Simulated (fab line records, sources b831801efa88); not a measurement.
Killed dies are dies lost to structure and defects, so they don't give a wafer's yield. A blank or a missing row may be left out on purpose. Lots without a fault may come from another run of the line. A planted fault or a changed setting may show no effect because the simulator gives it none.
fab line records | flow sky130
record lots=5 wafers=14 last_day=50
route steps=708 shown DNWELL@41 PWDE@45 NWELL@56 PAD_OPEN@708
lots that met no fault: from a run of the same line without faults
start_h: hours from the record's first day to the start of the lot's first wafer shown | wait_h: hours since the lot's step before | " the same as in the row above | L1.1+2: a row that stands for several wafers | - no value, or no start given | * or withheld: withheld | < > ~ a bound
route shown NAME@n: a module of which the file shows steps, and the number in the route of the first | usual: mean/standard deviation of fault-free wafers | same: alike in all rows | chamber/n: place in a boat | sites: the reading at each site | _std_site: their standard deviation | _edge_site: outer sites' mean less inner sites' | radius_mm: how far each site lies from the wafer's centre | mask NAME#n: copy n | behind: the tool/chamber that last shaped the wafer | hold: why the lot was held/for how many hours/how that ended | device: the transistor (n, p or np) that didn't switch | end of line: the same wafers' tests at the end of the route | a step without rows: its recipe alone | killed: dies lost to structure and defects at the first sort, not the wafer's yield | map: a wafer's dies, x killed, . not, _ none there
set.NAME: the setting as run; set.NAME@STEP: as run at that earlier step | model.NAME: the simulator's own value behind a step, which no gauge read
lots at some steps of the route; a table a step, a row a wafer
services: from which hour (start_h, from the record's first day; less than 0 if before it) a tool's chamber was out of use, for how many hours, and why
## steps
# step SKY_DNWELL_DEVELOP_06
# recipe wall_angle_deg=90 developer=TMAH develop_time_s=60 dev_temp_c=23
# step SKY_DNWELL_IMPLANT_07
# recipe species=P energy_kev=withheld dose_cm2=withheld tilt_deg=withheld
# step SKY_DNWELL_STRIP_08
# recipe chemistry=O2/N2 power_w=1400 pressure_mtorr=1500 platen_temp_c=withheld o2_flow_sccm=3000 n2_flow_sccm=300 overash_fraction=0.5
# usual drypump_motor_current_A=5.8/0.54 n2_flow_sccm=300.0/0.79 oes_product_au=0.723/0.0046 strip_time_to_endpoint_s=36.88/0.1
# columns lot.wafer tool chamber start_h wait_h drypump_motor_current_A n2_flow_sccm oes_product_au rf_hours_counter_h strip_time_to_endpoint_s
L320.1 plasma_asher-01 1 74.33 0.1 6.4 299.6 0.729 39 36.86
L320.5 " 0 " " 5.0 299.9 0.722 - 36.87
L320.6 " 1 " " 6.3 300.4 0.722 - 36.96
L327.1 plasma_asher-04 1 115.15 0.1 5.5 300.7 0.719 30 36.88
L327.5 " 0 " " 6.4 299.0 0.722 - 36.83
L327.6 " 1 " " 5.5 300.8 0.718 - 36.90
L329.1 plasma_asher-03 0 123.03 0.1 5.5 300.1 0.723 45 36.93
L329.5 " 1 " " 5.8 301.5 0.728 - 36.95
L329.6 " 0 " " 5.6 301.7 0.722 - 37.05
L335.5 plasma_asher-04 1 163.62 0.1 5.5 301.3 0.721 - 36.85
L335.6 " 0 " " 6.4 300.3 0.724 - 36.91
L338.1 plasma_asher-01 1 176.45 0.1 6.3 300.6 0.730 50 36.75
L338.4 " 0 " " 4.9 300.3 0.727 - 36.76
L338.5 " 1 " " 6.3 300.2 0.719 - 36.90
# step SKY_DNWELL_TW_MEAS_09
# usual DNWELL_TW=1105/10
# columns lot.wafer tool chamber start_h wait_h DNWELL_TW
L320.1 film_metro-01 - 74.43 0.1 1122
L320.5 " - " " 1128
L320.6 " - " " 1119
L327.1 film_metro-01 - 115.25 0.1 1110
L327.5 " - " " 1116
L327.6 " - " " 1113
L329.1 film_metro-04 - 123.13 0.1 1092
L329.5 " - " " 1097
L329.6 " - " " 1092
L335.5 film_metro-03 - 163.69 0.0 1117
L335.6 " - " " 1113
L338.1 film_metro-03 - 176.55 0.1 1104
L338.4 " - " " 1104
L338.5 " - " " 1105
# step SKY_PWDE_DEHYDRATE_00
# recipe temp_c=200 time_s=60
# step SKY_PWDE_HMDS_01
# recipe prime_time_s=60 prime_temp_c=120
# step SKY_PWDE_COAT_02
# recipe spin_rpm=2000 resist_thk_nm=3000
# step SKY_PWDE_SOFTBAKE_03
# recipe temp_c=110 time_s=withheld
# step SKY_PWDE_EXPOSE_04
# recipe mask_id=PWDEM na=0.6 source_shape=conventional sigma_outer=0.6 polarization=unpolarized target_cd_nm=840 dose_mj=214
# step SKY_PWDE_PEB_05
# recipe temp_c=115 time_s=withheld
# step SKY_PWDE_DEVELOP_06
# recipe wall_angle_deg=90 developer=TMAH develop_time_s=60 dev_temp_c=23
# step SKY_PWDE_OVL_MEAS_07
# usual PWDE_OVL=-0.7/1.3
# columns lot.wafer tool chamber start_h wait_h PWDE_OVL[nm]
L320.1 overlay-01 - 91.10 - 0.1
L320.5 " - " " -2.4
L320.6 " - " " -1.5
L327.1 overlay-02 - 132.90 - -0.5
L327.5 " - " " -2.7
L327.6 " - " " 0.5
L329.1 overlay-01 - 140.65 - -1.2
L329.5 " - " " 0.3
L329.6 " - " " 1.4
L335.5 overlay-01 - 183.77 - 0.2
L335.6 " - " " -0.3
L338.1 overlay-01 - 197.70 - -2.1
L338.4 " - " " -2.7
L338.5 " - " " -3.0
# step SKY_PWDE_IMPLANT_08
# recipe species=B energy_kev=150 dose_cm2=3.6e+12 tilt_deg=withheld
# same implant_ion_amu=11
# columns lot.wafer tool chamber start_h wait_h
L320.1+5+6 implanter-02 0 91.14 0.0
L327.1+5+6 implanter-03 0 132.94 0.0
L329.1+5+6 implanter-03 0 140.68 0.0
L335.5+6 implanter-02 0 183.88 0.1
L338.1+4+5 implanter-04 0 197.74 0.0
# step SKY_PWDE_STRIP_09
# recipe chemistry=O2/N2 power_w=1400 pressure_mtorr=1500 platen_temp_c=withheld o2_flow_sccm=3000 n2_flow_sccm=300 overash_fraction=0.5
# usual drypump_motor_current_A=5.8/0.42 n2_flow_sccm=299.9/0.85 oes_product_au=0.722/0.0047 strip_time_to_endpoint_s=36.90/0.12
# columns lot.wafer tool chamber start_h wait_h drypump_motor_current_A n2_flow_sccm oes_product_au rf_hours_counter_h strip_time_to_endpoint_s
L320.1 plasma_asher-03 1 91.29 0.1 5.9 300.8 0.721 42 36.79
L320.5 " 1 " " 5.8 299.5 0.723 - 36.91
L320.6 " 0 " " 5.6 299.3 0.716 - 36.95
L327.1 plasma_asher-02 1 133.09 0.1 5.8 300.5 0.720 2 36.81
L327.5 " 0 " " 5.1 301.2 0.723 - 36.74
L327.6 " 1 " " 5.8 300.5 0.725 - 36.67
L329.1 plasma_asher-03 1 140.83 0.1 5.9 297.4 0.722 46 36.80
L329.5 " 0 " " 5.6 299.8 0.727 - 36.76
L329.6 " 1 " " 5.8 299.4 0.723 - 36.82
L335.5 plasma_asher-04 1 184.00 0.1 5.5 300.1 0.724 - 37.08
L335.6 " 0 " " 6.4 299.4 0.720 - 37.18
L338.1 plasma_asher-04 0 197.89 0.1 6.4 300.3 0.717 38 37.22
L338.4 " 1 " " 5.5 302.0 0.723 - 37.23
L338.5 " 0 " " 6.4 299.9 0.721 - 37.10
# step SKY_PWDE_TW_MEAS_10
# usual PWDE_TW=372/3.7
# columns lot.wafer tool chamber start_h wait_h PWDE_TW
L320.1 film_metro-04 - 91.39 0.1 368
L320.5 " - " " 370
L320.6 " - " " 371
L327.1 film_metro-01 - 133.19 0.1 376
L327.5 " - " " 375
L327.6 " - " " 377
L329.1 film_metro-03 - 140.93 0.1 373
L329.5 " - " " 374
L329.6 " - " " 372
L335.5 film_metro-01 - 184.07 0.0 372
L335.6 " - " " 378
L338.1 film_metro-04 - 197.99 0.1 369
L338.4 " - " " 371
L338.5 " - " " 369
# step SKY_NWELL_DEHYDRATE_03
# recipe temp_c=200 time_s=60
# step SKY_NWELL_HMDS_04
# recipe prime_time_s=60 prime_temp_c=120
# step SKY_NWELL_COAT_05
# recipe spin_rpm=2000 resist_thk_nm=3000
# step SKY_NWELL_SOFTBAKE_06
# recipe temp_c=110 time_s=withheld
# step SKY_NWELL_EXPOSE_07
# recipe mask_id=NWM na=0.6 source_shape=conventional sigma_outer=0.6 polarization=unpolarized target_cd_nm=840 dose_mj=255
# step SKY_NWELL_PEB_08
# recipe temp_c=115 time_s=withheld
# step SKY_NWELL_DEVELOP_09
# recipe wall_angle_deg=90 developer=TMAH develop_time_s=60 dev_temp_c=23
# step SKY_NWELL_OVL_MEAS_10
# usual NWELL_00_OVL=-0.7/1.3
# columns lot.wafer tool chamber start_h wait_h NWELL_00_OVL[nm]
L320.1 overlay-02 - 108.83 - -0.3
L320.5 " - " " -0.4
L320.6 " - " " -0.7
L327.1 overlay-01 - 151.88 - -0.8
L327.5 " - " " -1.2
L327.6 " - " " 0.2
L329.1 overlay-01 - 159.75 - 0.2
L329.5 " - " " 1.1
L329.6 " - " " 2.9
L335.5 overlay-02 - 205.07 - -0.7
L335.6 " - " " -1.7
L338.1 overlay-02 - 219.95 - -1.7
L338.4 " - " " -1.7
L338.5 " - " " -1.8
# step SKY_NWELL_IMPLANT_11
# recipe species=P energy_kev=400 dose_cm2=1.9e+13 tilt_deg=withheld
# step SKY_NWELL_IMPLANT_12
# recipe species=P energy_kev=120 dose_cm2=1.3e+12 tilt_deg=withheld
# step SKY_NWELL_IMPLANT_13
# recipe species=P energy_kev=50 dose_cm2=7e+11 tilt_deg=withheld
# step SKY_NWELL_STRIP_14
# recipe chemistry=O2/N2 power_w=1400 pressure_mtorr=1500 platen_temp_c=withheld o2_flow_sccm=3000 n2_flow_sccm=300 overash_fraction=0.5
# usual drypump_motor_current_A=5.7/0.55 n2_flow_sccm=299.9/0.85 oes_product_au=0.722/0.0044 strip_time_to_endpoint_s=36.90/0.12
# columns lot.wafer tool chamber start_h wait_h drypump_motor_current_A n2_flow_sccm oes_product_au rf_hours_counter_h strip_time_to_endpoint_s
L320.1 plasma_asher-04 0 109.31 0.1 6.4 300.8 0.723 29 37.02
L320.5 " 1 " " 5.4 300.7 0.724 - 36.83
L320.6 " 0 " " 6.4 301.3 0.721 - 36.77
L327.1 plasma_asher-02 0 152.36 0.1 5.1 299.0 0.723 3 36.76
L327.5 " 1 " " 5.8 300.1 0.717 - 36.83
L327.6 " 0 " " 5.1 301.1 0.725 - 36.77
L329.1 plasma_asher-01 0 160.23 0.1 5.0 299.3 0.724 48 36.74
L329.5 " 1 " " 6.3 301.0 0.726 - 36.65
L329.6 " 0 " " 4.9 299.5 0.715 - 36.77
L335.5 plasma_asher-01 1 205.60 0.1 6.3 300.9 0.724 - 37.07
L335.6 " 0 " " 4.9 299.5 0.728 - 37.08
L338.1 plasma_asher-02 1 220.43 0.1 5.8 300.4 0.726 9 37.08
L338.4 " 1 " " 5.8 299.0 0.711 - 37.22
L338.5 " 0 " " 5.1 301.4 0.725 - 37.24
# step SKY_NWELL_TW_MEAS_15
# usual NWELL_TW=1812/16
# columns lot.wafer tool chamber start_h wait_h NWELL_TW
L320.1 film_metro-04 - 109.41 0.1 1799
L320.5 " - " " 1790
L320.6 " - " " 1785
L327.1 film_metro-01 - 152.46 0.1 1822
L327.5 " - " " 1821
L327.6 " - " " 1818
L329.1 film_metro-03 - 160.33 0.1 1806
L329.5 " - " " 1820
L329.6 " - " " 1812
L335.5 film_metro-01 - 205.67 0.0 1837
L335.6 " - " " 1844
L338.1 film_metro-04 - 220.53 0.1 1794
L338.4 " - " " 1792
L338.5 " - " " 1785
# step SKY_NWELL_DEHYDRATE_16
# recipe temp_c=200 time_s=60
# step SKY_NWELL_HMDS_17
# recipe prime_time_s=60 prime_temp_c=120
# step SKY_NWELL_COAT_18
# recipe spin_rpm=2000 resist_thk_nm=3000
# step SKY_NWELL_SOFTBAKE_19
# recipe temp_c=110 time_s=withheld
# step SKY_NWELL_EXPOSE_20
# recipe mask_id=NWM_COMPLEMENT na=0.6 source_shape=conventional sigma_outer=0.6 polarization=unpolarized target_cd_nm=840 dose_mj=260
# step SKY_NWELL_PEB_21
# recipe temp_c=115 time_s=withheld
# step SKY_NWELL_DEVELOP_22
# recipe wall_angle_deg=90 developer=TMAH develop_time_s=60 dev_temp_c=23
# step SKY_NWELL_OVL_MEAS_23
# usual NWELL_01_OVL=-0.3/1.2
# columns lot.wafer tool chamber start_h wait_h NWELL_01_OVL[nm]
L320.1 overlay-01 - 127.63 - -1.7
L320.5 " - " " -1.5
L320.6 " - " " -0.9
L327.1 overlay-02 - 172.03 - 0.3
L327.5 " - " " 0.6
L327.6 " - " " 1.4
L329.1 overlay-02 - 180.70 - -0.7
L329.5 " - " " -2.2
L329.6 " - " " -0.1
L335.5 overlay-02 - 227.87 - -0.4
L335.6 " - " " 1.3
L338.1 overlay-02 - 243.85 - 2.2
L338.4 " - " " -0.8
L338.5 " - " " 1.7
# step SKY_NWELL_IMPLANT_24
# recipe species=B energy_kev=140 dose_cm2=9.2e+12 tilt_deg=withheld
# step SKY_NWELL_STRIP_25
# recipe chemistry=O2/N2 power_w=1400 pressure_mtorr=1500 platen_temp_c=withheld o2_flow_sccm=3000 n2_flow_sccm=300 overash_fraction=0.5
# usual drypump_motor_current_A=5.7/0.59 n2_flow_sccm=300.0/0.94 oes_product_au=0.723/0.0041 strip_time_to_endpoint_s=36.93/0.11
# columns lot.wafer tool chamber start_h wait_h drypump_motor_current_A n2_flow_sccm oes_product_au rf_hours_counter_h strip_time_to_endpoint_s
L320.1 plasma_asher-01 1 127.81 0.1 6.4 299.8 0.726 45 36.90
L320.5 " 0 " " 4.9 298.9 0.729 - 36.91
L320.6 " 1 " " 6.4 300.3 0.725 - 36.89
L327.1 plasma_asher-01 0 172.21 0.1 4.9 298.6 0.717 49 36.82
L327.5 " 0 " " 4.9 299.7 0.722 - 36.83
L327.6 " 1 " " 6.4 300.6 0.728 - 36.77
L329.1 plasma_asher-04 0 180.88 0.1 6.4 298.7 0.722 36 37.02
L329.5 " 1 " " 5.5 300.5 0.725 - 36.94
L329.6 " 0 " " 6.4 300.0 0.729 - 37.00
L335.5 plasma_asher-01 1 228.10 0.1 6.3 299.8 0.728 - 36.97
L335.6 " 0 " " 4.9 301.2 0.725 - 36.95
L338.1 plasma_asher-01 0 244.03 0.1 4.9 300.3 0.720 56 36.99
L338.4 " 0 " " 4.9 300.9 0.729 - 36.86
L338.5 " 0 " " 4.9 299.2 0.726 - 36.96
# step SKY_NWELL_TW_MEAS_26
# usual NWELL_2_TW=495/4
# columns lot.wafer tool chamber start_h wait_h NWELL_2_TW
L320.1 film_metro-04 - 127.91 0.1 491
L320.5 " - " " 487
L320.6 " - " " 490
L327.1 film_metro-01 - 172.31 0.1 502
L327.5 " - " " 498
L327.6 " - " " 494
L329.1 film_metro-01 - 180.98 0.1 499
L329.5 " - " " 499
L329.6 " - " " 502
L335.5 film_metro-04 - 228.17 0.0 493
L335.6 " - " " 491
L338.1 film_metro-04 - 244.13 0.1 489
L338.4 " - " " 491
L338.5 " - " " 492
# step SKY_NWELL_CLEAN_27
# recipe chemistry=SC1/SC2 mix=1:4:20 temp_c=70 time_s=150 dry=n2_spin
# step SKY_NWELL_RTA_28
# recipe temp_c=1050 time_s=30 idle_temp_c=650 ramp_up_c_per_s=150 ramp_down_c_per_s=90 ambient=N2
# usual anneal_temp_c_max=1055.9/1.4 lamp_power_pct=25.30/0.061 wafer_temp_C_max=1054.9/0.98
# columns lot.wafer tool chamber start_h wait_h anneal_temp_c_max lamp_power_pct wafer_temp_C_max
L320.1 rtp_anneal-01 0 128.02 0.0 1056.1 25.25 1054.4
L320.5 " 0 " " 1054.6 25.39 1054.1
L320.6 " 0 " " 1056.3 25.30 1055.3
L327.1 rtp_anneal-02 0 172.42 0.0 1055.5 25.32 1055.5
L327.5 " 0 " " 1053.7 25.32 1054.4
L327.6 " 0 " " 1054.3 25.32 1053.9
L329.1 rtp_anneal-01 0 181.14 0.0 1056.6 25.34 1055.9
L329.5 " 0 " " 1055.2 25.34 1053.4
L329.6 " 0 " " 1056.5 25.28 1053.9
L335.5 rtp_anneal-02 0 228.36 0.1 1055.6 25.32 1053.8
L335.6 " 0 " " 1054.9 25.34 1055.2
L338.1 rtp_anneal-01 0 244.24 0.0 1056.7 25.35 1054.6
L338.4 " 0 " " 1055.4 25.25 1055.8
L338.5 " 0 " " 1055.5 25.34 1054.7
# step SKY_NWELL_RS_MEAS_29
# recipe thk_meas_gauge=four-point-probe
# usual NWELL_RS=625.4/1.4
# columns lot.wafer tool chamber start_h wait_h NWELL_RS[ohm/sq]
L320.1 film_metro-04 - 128.12 0.1 626.6
L320.5 " - " " 623.8
L320.6 " - " " 625.9
L327.1 film_metro-04 - 172.52 0.1 627.4
L327.5 " - " " 627.3
L327.6 " - " " 627.4
L329.1 film_metro-04 - 181.24 0.1 624.4
L329.5 " - " " 624.6
L329.6 " - " " 623.7
L335.5 film_metro-03 - 228.47 0.1 625.1
L335.6 " - " " 625.9
L338.1 film_metro-01 - 244.34 0.1 628.3
L338.4 " - " " 628.6
L338.5 " - " " 628.6
# step SKY_NWELL_RS_MEAS_31
# recipe thk_meas_gauge=four-point-probe
# usual PWDE_RS=5281/23
# columns lot.wafer tool chamber start_h wait_h PWDE_RS[ohm/sq]
L320.1 film_metro-04 - 128.36 0.1 5277
L320.5 " - " " 5253
L320.6 " - " " 5268
L327.1 film_metro-04 - 172.76 0.1 5293
L327.5 " - " " 5288
L327.6 " - " " 5299
L329.1 film_metro-04 - 181.48 0.1 5261
L329.5 " - " " 5253
L329.6 " - " " 5246
L335.5 film_metro-03 - 228.71 0.1 5393
L335.6 " - " " 5291
L338.1 film_metro-01 - 244.58 0.1 5249
L338.4 " - " " 5246
L338.5 " - " " 5255
# step SKY_PAD_OPEN_PROBE_99
# usual killed_at_M0_to_M3=43/7 killed_at_M4_up=3.4/1.9 killed_at_contacts=24/5.4 killed_at_front_end=15/4.4 killed_at_other=0.4/0.63 killed_dies=86/9.1 killed_open=46/6.6 killed_short=39/6.6
# same gross_dies=492 killed_at_back_side=0
# columns lot.wafer tool chamber start_h wait_h killed_at_M0_to_M3 killed_at_M4_up killed_at_contacts killed_at_front_end killed_at_other killed_dies killed_open killed_short
L327.1 prober-02 - 1136.46 0.1 40 1 29 13 0 83 46 37
L327.5 prober-02 - 1136.66 0.2 49 3 30 14 0 96 51 45
L327.6 prober-02 - 1136.71 0.2 45 1 20 22 0 88 54 34
L329.1 prober-02 - 1147.04 0.1 40 6 30 18 0 94 54 40
L329.5 prober-02 - 1147.24 0.2 39 4 16 12 1 72 45 27
L329.6 prober-02 - 1147.29 0.2 49 6 27 19 1 102 56 46
# killed by level:class
L327.1 LI_CONTACT:geometric_particle:open=12 VIA1:geometric_particle:open=10 VIA1:geometric_particle:short=8 CONTACT:geometric_particle:open=7 VIA2:geometric_particle:open=6 METAL1:geometric_particle:short=5 CONTACT:geometric_particle:short=4 POLY_GATE:geometric_particle:open=3
L327.5 LI_CONTACT:geometric_particle:open=12 VIA2:geometric_particle:open=10 METAL1:geometric_particle:short=8 CONTACT:geometric_particle:short=6 CONTACT:geometric_particle:open=6 VIA3:geometric_particle:open=6 VIA2:geometric_particle:short=5 VIA1:geometric_particle:open=5
L327.6 VIA1:geometric_particle:open=11 VIA3:geometric_particle:open=10 CONTACT:geometric_particle:open=9 FIELD_ISO:geometric_particle:short=6 VIA2:geometric_particle:open=6 FIELD_ISO:geometric_particle:open=5 POLY_GATE:geometric_particle:open=5 VIA1:geometric_particle:short=5
L329.1 VIA1:geometric_particle:open=11 CONTACT:geometric_particle:short=9 FIELD_ISO:geometric_particle:open=7 LI_CONTACT:geometric_particle:open=7 METAL2:geometric_particle:short=7 VIA2:geometric_particle:open=7 LOCAL_INTERCONNECT:geometric_particle:short=6 CONTACT:geometric_particle:open=6
L329.5 VIA3:geometric_particle:open=8 VIA1:geometric_particle:open=8 METAL2:geometric_particle:short=8 CONTACT:geometric_particle:open=5 VIA2:geometric_particle:open=5 LI_CONTACT:geometric_particle:open=4 METAL4:geometric_particle:short=4 FIELD_ISO:geometric_particle:open=3
L329.6 VIA1:geometric_particle:open=17 CONTACT:geometric_particle:open=13 VIA1:geometric_particle:short=8 VIA3:geometric_particle:open=6 METAL4:geometric_particle:short=6 FIELD_ISO:geometric_particle:short=5 LI_CONTACT:geometric_particle:open=5 VIA3:geometric_particle:short=5
## services
# columns tool chamber start_h hours kind
plasma_asher-02 - 108.75 9.0 pm
plasma_asher-02 0 108.75 9.0 vent_cycle
plasma_asher-02 1 108.75 9.0 vent_cycle
implanter-04 - 111.88 2.1 repair
plasma_asher-03 - 116.93 2.6 repair
plasma_asher-02 0 117.75 - clean
plasma_asher-02 1 117.75 - clean
plasma_asher-02 - 147.14 2.0 repair
implanter-03 - 147.65 37.8 pm
implanter-04 - 173.25 3.4 repair
implanter-04 - 199.41 4.5 repair
plasma_asher-03 - 230.29 2.3 repair
## key
first_sign step=SKY_NWELL_RS_MEAS_31 reading=PWDE_RS direction=up sigmas=4.9 usual=5281 struck=5393
effect none on later readings
met_at SKY_PWDE_IMPLANT_08
struck_wafers L335.5
tester_left_out L335
onset_between 91.14 183.88
fault kind=process_parameter_drift tool=implanter-02 chamber=- onset_h=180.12 steps=SKY_PWDE_IMPLANT_08 channel=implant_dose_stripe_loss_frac offset=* shape=step end_h=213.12 scope=struck_wafers_only
# tester_left_out: of these lots the tester's yield and bins aren't shown, on N5 and GAA mostly nor the transistor test; their killed dies are dies lost to structure and defects alone, not to doping, threshold or leakage, so they don't give the yield
